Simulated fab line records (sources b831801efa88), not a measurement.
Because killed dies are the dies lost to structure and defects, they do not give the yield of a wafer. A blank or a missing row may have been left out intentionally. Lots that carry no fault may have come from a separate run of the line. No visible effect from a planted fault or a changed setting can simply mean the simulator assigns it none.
Lot-split experiment / flow sky130 / on a route of 708 steps: 5 lots, 23 wafers read

## THE SPLIT ITSELF
At SKY_CAP2M_COAT_07 (resist thk 1140 nm), the setting spin rpm was moved away from the recipe's 3000 rpm on 6 of the 23 wafers read, by -6.8% to +5.0%. This setting was run at the recipe's value on the other wafers.

## FROM THE SPLIT TO THE READING: what the file shows between them, 3 steps
- SKY_CAP2M_SOFTBAKE_08: time 60 s
- SKY_CAP2M_EXPOSE_09: exposes mask CAP2M, target cd 1000 nm
- SKY_CAP2M_DEVELOP_11: develop time 60 s

## THE READING
NOVOLAK_of_CAP2M_COAT_07.thk nm (the simulator's own value, which no gauge read), in nm, at SKY_CAP2M_METAL_ETCH_13 (etches TiN in Cl2/BCl3, stops on SiO2, target depth 220 nm, time 62.9 s). There is no usual value for it anywhere in the file. The 17 wafers here that ran the recipe average 994.2 nm, standard deviation 4.2 nm.

wafer=L077.1; tool, chamber at the split=litho track-02, 0; spin rpm as run, rpm=3000; against the recipe=recipe; NOVOLAK_of_CAP2M_COAT_07.thk nm, nm=995.9; against lot-mates on the recipe=-
wafer=L077.2; tool, chamber at the split=litho track-02, 0; spin rpm as run, rpm=3147; against the recipe=+4.9%; NOVOLAK_of_CAP2M_COAT_07.thk nm, nm=969.3; against lot-mates on the recipe=-25.2
wafer=L077.4; tool, chamber at the split=litho track-02, 0; spin rpm as run, rpm=3000; against the recipe=recipe; NOVOLAK_of_CAP2M_COAT_07.thk nm, nm=995.2; against lot-mates on the recipe=-
wafer=L077.5; tool, chamber at the split=litho track-02, 0; spin rpm as run, rpm=3000; against the recipe=recipe; NOVOLAK_of_CAP2M_COAT_07.thk nm, nm=992.5; against lot-mates on the recipe=-
wafer=L077.6; tool, chamber at the split=litho track-02, 0; spin rpm as run, rpm=3147; against the recipe=+4.9%; NOVOLAK_of_CAP2M_COAT_07.thk nm, nm=965.8; against lot-mates on the recipe=-28.7
wafer=L078.1; tool, chamber at the split=litho track-02, 0; spin rpm as run, rpm=2796; against the recipe=-6.8%; NOVOLAK_of_CAP2M_COAT_07.thk nm, nm=1027; against lot-mates on the recipe=+38.3
wafer=L078.2; tool, chamber at the split=litho track-02, 0; spin rpm as run, rpm=3000; against the recipe=recipe; NOVOLAK_of_CAP2M_COAT_07.thk nm, nm=992.2; against lot-mates on the recipe=-
wafer=L078.3; tool, chamber at the split=litho track-02, 0; spin rpm as run, rpm=3000; against the recipe=recipe; NOVOLAK_of_CAP2M_COAT_07.thk nm, nm=990.9; against lot-mates on the recipe=-
wafer=L078.4; tool, chamber at the split=litho track-02, 0; spin rpm as run, rpm=2796; against the recipe=-6.8%; NOVOLAK_of_CAP2M_COAT_07.thk nm, nm=1028; against lot-mates on the recipe=+39.3
wafer=L078.5; tool, chamber at the split=litho track-02, 0; spin rpm as run, rpm=3000; against the recipe=recipe; NOVOLAK_of_CAP2M_COAT_07.thk nm, nm=983.1; against lot-mates on the recipe=-
wafer=L081.1; tool, chamber at the split=litho track-04, 0; spin rpm as run, rpm=3000; against the recipe=recipe; NOVOLAK_of_CAP2M_COAT_07.thk nm, nm=996.7; against lot-mates on the recipe=-
wafer=L081.4; tool, chamber at the split=litho track-04, 0; spin rpm as run, rpm=3000; against the recipe=recipe; NOVOLAK_of_CAP2M_COAT_07.thk nm, nm=992.5; against lot-mates on the recipe=-
wafer=L081.5; tool, chamber at the split=litho track-04, 0; spin rpm as run, rpm=3000; against the recipe=recipe; NOVOLAK_of_CAP2M_COAT_07.thk nm, nm=993.9; against lot-mates on the recipe=-
wafer=L082.2; tool, chamber at the split=litho track-02, 0; spin rpm as run, rpm=3000; against the recipe=recipe; NOVOLAK_of_CAP2M_COAT_07.thk nm, nm=996; against lot-mates on the recipe=-
wafer=L082.3; tool, chamber at the split=litho track-02, 0; spin rpm as run, rpm=3000; against the recipe=recipe; NOVOLAK_of_CAP2M_COAT_07.thk nm, nm=999.5; against lot-mates on the recipe=-
wafer=L082.4; tool, chamber at the split=litho track-02, 0; spin rpm as run, rpm=3000; against the recipe=recipe; NOVOLAK_of_CAP2M_COAT_07.thk nm, nm=1002; against lot-mates on the recipe=-
wafer=L082.5; tool, chamber at the split=litho track-02, 0; spin rpm as run, rpm=3000; against the recipe=recipe; NOVOLAK_of_CAP2M_COAT_07.thk nm, nm=999.1; against lot-mates on the recipe=-
wafer=L082.6; tool, chamber at the split=litho track-02, 0; spin rpm as run, rpm=3000; against the recipe=recipe; NOVOLAK_of_CAP2M_COAT_07.thk nm, nm=997.4; against lot-mates on the recipe=-
wafer=L085.1; tool, chamber at the split=litho track-04, 0; spin rpm as run, rpm=3000; against the recipe=recipe; NOVOLAK_of_CAP2M_COAT_07.thk nm, nm=991.9; against lot-mates on the recipe=-
wafer=L085.2; tool, chamber at the split=litho track-04, 0; spin rpm as run, rpm=3150; against the recipe=+5.0%; NOVOLAK_of_CAP2M_COAT_07.thk nm, nm=966.4; against lot-mates on the recipe=-25.2
wafer=L085.3; tool, chamber at the split=litho track-04, 0; spin rpm as run, rpm=3000; against the recipe=recipe; NOVOLAK_of_CAP2M_COAT_07.thk nm, nm=991.4; against lot-mates on the recipe=-
wafer=L085.5; tool, chamber at the split=litho track-04, 0; spin rpm as run, rpm=3000; against the recipe=recipe; NOVOLAK_of_CAP2M_COAT_07.thk nm, nm=991.4; against lot-mates on the recipe=-
wafer=L085.4; tool, chamber at the split=litho track-04, 0; spin rpm as run, rpm=3150; against the recipe=+5.0%; NOVOLAK_of_CAP2M_COAT_07.thk nm, nm=965.2; against lot-mates on the recipe=-26.4

THE FIT
A straight line over all 23 wafers: NOVOLAK_of_CAP2M_COAT_07.thk nm changes by -5.22 nm for each +1% of spin rpm; r = -0.97; the points scatter about the line by 3.9 nm.
The same after taking each lot's own level away (the mean of its wafers on the recipe; 23 wafers): -5.52 nm for each +1%; r = -0.99; scatter 2.2 nm.
Per that fit: largest spin rpm move, reading shift of 38 nm.
The lots' own levels span 988.73 to 998.80 nm, that is 2.4 times the standard deviation above.
Consequently the slope shifts little with the lot-to-lot level, the two slopes agreeing.
Check: for one of the wafers moved furthest among these (-6.8%), held out of the fit, the line's prediction against its lot-mates is +37.6 nm. It came out at +38.3 nm against them.

## THE WHOLE CHAIN: every reading that the file lists as answering this split, in the file's order
step=SKY_CAP2M_COAT_07; what it does=resist thk 1140 nm; reading=NOVOLAK_of_CAP2M_COAT_07.thk nm (the simulator's own value, which no gauge read); change (the file's fit)=-5.63 nm for each +1% of the setting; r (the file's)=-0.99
step=SKY_CAP2M_METAL_ETCH_13; what it does=etches TiN in Cl2/BCl3, stops on SiO2, target depth 220 nm, time 62.9 s; reading=NOVOLAK_of_CAP2M_COAT_07.thk nm (the simulator's own value, which no gauge read); change (the file's fit)=-5.5 nm for each +1% of the setting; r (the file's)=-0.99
step=SKY_CAP2M_STRIP_14; what it does=strips in O2/N2; reading=strip time to endpoint s; change (the file's fit)=withheld for each +1% of the setting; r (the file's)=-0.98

## THE FILE'S OWN FIT
NOVOLAK_of_CAP2M_COAT_07.thk nm changes by -5.5 nm for each +1% of spin rpm, r = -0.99.
